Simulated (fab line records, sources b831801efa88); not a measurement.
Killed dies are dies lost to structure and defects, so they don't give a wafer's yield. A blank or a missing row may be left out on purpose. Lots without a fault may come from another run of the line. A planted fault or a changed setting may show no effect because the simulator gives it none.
A struck lot beside a sound one | flow sky130 | 17 steps out of a route of 708
Sound: wafers L196.1, L196.2, L196.6. Struck: wafers L189.2, L189.4, L189.5. The cause comes at the end.
At each step with rows: each side's tool, then ch and its chambers, then its first start. Under that, the readings that differ: sound wafers | struck wafers | difference of the means | sigmas: that difference in standard deviations of wafers without a fault.
alike: readings whose means differ by less than 2 such deviations, and words and numbers that are the same on both sides. not compared: withheld readings, readings that some wafer has no value for, bounds like >300 that may hide the same value, and numbers for which the record gives no deviation and whose values overlap.
The two part at a step that has a row with sigmas, a row that says differs or no value, or rows on one side only. Numbers that don't overlap but have no deviation are shown without sigmas and don't part them. A reading that every wafer of one side lacks parts them only if that side has two wafers or more.

SKY_LDD_P_OVL_MEAS_08:
  sound on overlay-02, day 26 03:38; struck on overlay-01, day 23 20:45
  alike: LDD_P_OVL
then, 1 step without rows for these wafers: SKY_LDD_P_IMPLANT_09.
SKY_LDD_P_STRIP_10: strips in O2/N2.
  sound on plasma_asher-03 ch 0,1, day 26 03:49; struck on plasma_asher-02 ch 0,1, day 23 20:56
  reading                      | sound             | struck            | difference | sigmas
  strip_time_to_endpoint_s (s) | 14.23 14.16 14.22 | 14.05 14.08 14.08 | -0.13      | -3
  alike: drypump_motor_current_A, oes_product_au
  not compared: rf_hours_counter_h
SKY_LDD_P_TW_MEAS_11:
  sound on film_metro-04, day 26 03:55; struck on film_metro-02, day 23 21:02
  reading  | sound       | struck      | difference | sigmas
  LDD_P_TW | 646 645 643 | 624 623 622 | -22        | -3
then, 7 steps without rows for these wafers: SKY_LDD_HVN_DEHYDRATE_00 (time 60 s); SKY_LDD_HVN_HMDS_01 (prime time 60 s); SKY_LDD_HVN_COAT_02 (resist thk 300 nm); SKY_LDD_HVN_SOFTBAKE_03 (time 60 s); SKY_LDD_HVN_EXPOSE_04 (exposes mask HVNTM, target cd 700 nm); SKY_LDD_HVN_PEB_05; SKY_LDD_HVN_DEVELOP_06 (develop time 60 s).
SKY_LDD_HVN_OVL_MEAS_07:
  sound on overlay-02, day 27 08:16; struck on overlay-02, day 25 02:31
  alike: LDD_HVN_OVL
SKY_LDD_HVN_IMPLANT_08:
  sound on implanter-02 ch 0, day 27 08:17; struck on implanter-03 ch 0, day 25 02:34
  reading            | sound                       | struck                          | difference  | sigmas
  dose_ions_cm2      | 2.9958e+13 2.9921e+13 3e+13 | 3.2073e+13 3.2108e+13 3.205e+13 | +2.1173e+12 | +71
  faraday_current_uA | 168 167 167                 | 183 179 180                     | +13         | +4
  alike: tilt_deg
SKY_LDD_HVN_STRIP_09: strips in O2/N2.
  sound on plasma_asher-01 ch 0,1, day 27 08:26; struck on plasma_asher-01 ch 0,1, day 25 02:41
  reading                      | sound             | struck            | difference | sigmas
  strip_time_to_endpoint_s (s) | 4.160 4.150 4.151 | 4.120 4.114 4.104 | -0.041     | -3
  alike: drypump_motor_current_A, oes_product_au
  not compared: rf_hours_counter_h
SKY_LDD_HVN_TW_MEAS_10:
  sound on film_metro-01, day 27 08:32; struck on film_metro-04, day 25 02:48
  reading    | sound          | struck         | difference | sigmas
  LDD_HVN_TW | 1448 1434 1451 | 1483 1483 1483 | +39        | +5
then, 1 step without rows for these wafers: SKY_LDD_HVP_DEHYDRATE_00 (time 60 s).
-- the record jumps here: 24 days lie between the struck wafers' starts before and after (it left off in module LDD_HVP and takes up again in module PAD_OPEN, whose first step shown is number 708 of the route) --
SKY_PAD_OPEN_PROBE_99:
  sound on prober-02, day 50 11:19; struck on prober-02, day 49 00:10
  reading                        | sound          | struck         | difference | sigmas
  killed_at_other                | 0 0 0          | 1 1 1          | +1         | +2
  model.etest.tip_n_5v.rs_ohm_sq | 1377 1376 1368 | 1312 1325 1316 | -56        |
  alike: killed_at_M0_to_M3, killed_at_M4_up, killed_at_contacts, killed_at_front_end, killed_dies, killed_open, killed_short

WHERE THEY PART
First at SKY_LDD_P_STRIP_10; last, within this record, at SKY_PAD_OPEN_PROBE_99.

WHY: what the simulator had put in
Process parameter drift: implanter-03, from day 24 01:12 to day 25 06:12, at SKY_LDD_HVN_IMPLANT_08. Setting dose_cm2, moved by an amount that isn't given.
